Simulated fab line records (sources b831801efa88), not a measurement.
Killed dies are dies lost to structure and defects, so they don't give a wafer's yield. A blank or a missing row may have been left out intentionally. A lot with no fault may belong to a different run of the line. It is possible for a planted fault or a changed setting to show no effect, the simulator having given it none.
The tool behind it: which one? ; flow sky130 ; 14 lots with 42 wafers sampled at 4 steps, on a route of 708 steps

== WHAT EACH GAUGE READ, for each wafer ==
SKY_LDD_HVN_TW_MEAS_10. Usual: LDD_HVN_TW gives 1437 (standard deviation 19).
lot;measured;on;LDD_HVN_TW;flag
L699;day 20 09:32;film metro-03;1459 1449 1455;
L700;day 20 14:48;film metro-02;1409 1410 1419;
L701;day 20 23:59;film metro-04;1442 1437 1442;
L703;day 22 12:49;film metro-04;1448 1452 1456;
L705;day 23 00:25;film metro-04;1460 1447 1448;
L706;day 23 12:32;film metro-04;1451 1446 1440;
L707;day 24 00:04;film metro-04;1448 1452 1448;
L709;day 24 12:53;film metro-04;1449 1449 1447;
L710;day 24 19:09;film metro-02;1404 1403 1412;
L711;day 25 02:44;film metro-02;1409 1406 1403;
L718;day 27 03:31;film metro-03;1439 1438 1436;
L719;day 27 19:02;film metro-04;1450 1456 1458;
L721;day 28 08:56;film metro-03;1455 1446 1451;
L722;day 28 20:01;film metro-03;1451 1443 1449;

SKY_SD_N_RS_MEAS_18: measures by four-point-probe. Usual: RES_XHIGH_RS gives 332.8 ohm/sq (standard deviation 1.2).
lot;measured;on;RES_XHIGH_RS (ohm/sq);flag
L699;day 28 00:13;film metro-04;332.7 333.7 333.4;
L700;day 28 01:22;film metro-04;333.7 333.7 333.6;
L701;day 28 14:17;film metro-02;332.7 332.8 333.1;
L703;day 30 03:13;film metro-02;333.2 333.3 335.2;
L705;day 30 10:02;film metro-04;334.4 335.7 334.8;
L706;day 30 20:20;film metro-03;334.6 333.9 332.4;
L707;day 31 08:40;film metro-03;332.3 331.6 330.7;
L709;day 31 18:53;film metro-02;333.9 332.6 333.2;
L710;day 32 14:57;film metro-04;333.2 332.9 332.1;
L711;day 32 15:35;film metro-03;333.2 332.9 331.2;
L718;day 34 04:04;film metro-04;332.1 332.2 332.8;
L719;day 34 19:38;film metro-03;333.8 333.4 333.7;
L721;day 35 08:37;film metro-04;331.3 332.5 332.0;
L722;day 35 22:00;film metro-04;332.5 332.9 333.2;

== WHAT TOOL EACH LOT RAN ON (gives the tool, then ch and the chambers of the sampled wafers, and finally the start) ==
lot;SKY_LDD_LDN_STRIP_12;SKY_SD_N_EXPOSE_04
L699;plasma asher-02 ch 0,1, day 23 00:10;iline stepper-02 ch 0, day 27 10:38
L700;plasma asher-04 ch 0,1, day 23 03:34;iline stepper-02 ch 0, day 27 12:26
L701;plasma asher-02 ch 0,1, day 23 13:47;iline stepper-01 ch 0, day 27 22:47
L703;plasma asher-04 ch 0,1, day 25 01:28;iline stepper-02 ch 0, day 29 11:11
L705;plasma asher-04 ch 0,1, day 25 13:19;iline stepper-01 ch 0, day 29 19:50
L706;plasma asher-04 ch 0,1, day 26 00:26;iline stepper-02 ch 0, day 30 05:42
L707;plasma asher-01 ch 0,1, day 26 11:41;iline stepper-01 ch 0, day 30 17:01
L709;plasma asher-04 ch 0, day 26 23:26;iline stepper-02 ch 0, day 31 05:23
L710;plasma asher-01 ch 0,1, day 27 06:13;iline stepper-01 ch 0, day 31 23:35
L711;plasma asher-04 ch 0,1, day 27 13:22;iline stepper-02 ch 0, day 32 00:27
L718;plasma asher-02 ch 0,1, day 29 11:43;iline stepper-01, day 33 14:43
L719;plasma asher-01 ch 0,1, day 30 03:46;iline stepper-01, day 34 04:55
L721;plasma asher-02 ch 0,1, day 30 17:44;iline stepper-02 ch 0, day 34 19:29
L722;plasma asher-02 ch 0,1, day 31 03:58;iline stepper-01 ch 0, day 35 07:08
- SKY_LDD_LDN_STRIP_12: strips in O2/N2.
- SKY_SD_N_EXPOSE_04: exposes mask NSDM, target cd 380 nm.

== WHAT THE TOOLS THEMSELVES READ (means of the sampled wafers that have a number; where no wafer has one, the mark that the record gives instead) ==
SKY_LDD_LDN_STRIP_12. Usual: drypump motor current A 5.7 A, standard deviation 0.34; oes product au 0.716 a.u., standard deviation 0.0047; strip time to endpoint s 14.19 s, standard deviation 0.038.
lot;tool;drypump motor current A (A);oes product au (a.u.);strip time to endpoint s (s);flag
L699;plasma asher-02;6.1;0.714;14.17;
L700;plasma asher-04;5.5;0.712;14.17;
L701;plasma asher-02;6.1;0.717;14.17;
L703;plasma asher-04;5.5;0.718;14.14;
L705;plasma asher-04;5.4;0.717;14.15;
L706;plasma asher-04;5.5;0.712;14.19;
L707;plasma asher-01;5.3;0.713;14.19;
L709;plasma asher-04;5.3;0.711;14.20;
L710;plasma asher-01;5.3;0.713;14.11;
L711;plasma asher-04;5.4;0.714;14.22;
L718;plasma asher-02;6.0;0.713;14.21;
L719;plasma asher-01;5.4;0.716;14.19;
L721;plasma asher-02;6.1;0.717;14.20;
L722;plasma asher-02;6.1;0.715;14.18;

SKY_SD_N_EXPOSE_04. Usual: exposure dose mJ cm2 140.86, standard deviation 0.15; focus offset nm 0.0 nm, standard deviation 0.56; reticle temp C 23.02 C, standard deviation 0.11.
lot;tool;exposure dose mJ cm2;focus offset nm (nm);reticle temp C (C);flag
L699;iline stepper-02;140.71;-0.4;23.04;
L700;iline stepper-02;141.04;-0.1;23.02;
L701;iline stepper-01;140.84;1.0;23.00;
L703;iline stepper-02;140.81;-0.5;22.83;
L705;iline stepper-01;140.78;-0.2;23.00;
L706;iline stepper-02;140.81;-0.5;23.10;
L707;iline stepper-01;140.89;0.3;23.07;
L709;iline stepper-02;141.08;0.4;23.12;
L710;iline stepper-01;140.91;-0.3;23.04;
L711;iline stepper-02;140.84;0.2;23.16;
L718;iline stepper-01;-;-;-;OFF
L719;iline stepper-01;-;-;-;OFF
L721;iline stepper-02;140.75;-0.5;23.03;
L722;iline stepper-01;140.92;0.2;23.05;

== THE ANSWER, worked out from the rows above alone ==
Rule: a lot is off if the mean of its wafers that have a number lies more than 3 standard deviations from the usual mean. Also off: a lot with no number at a reading for which 4 or more lots have one. Where the step has rows for the other lots, those lots are counted as sound. After the gauges, taken in route order, come the tools' own readings; for these a lot's mean is taken, as printed above. At the first step where some lot is off, the reading lying furthest off is the one used; lots without a number count as furthest.
Off: L718, L719, at SKY_SD_N_EXPOSE_04 (exposure dose mJ cm2). Without a number there: L718, L719.
If a tool, at that step or one of the process steps before it, ran each lot that is off and ran no sound lot following the first of them, it fits. Not one of the candidates tried fits.

== WHAT THE SIMULATOR HAD PUT IN ==
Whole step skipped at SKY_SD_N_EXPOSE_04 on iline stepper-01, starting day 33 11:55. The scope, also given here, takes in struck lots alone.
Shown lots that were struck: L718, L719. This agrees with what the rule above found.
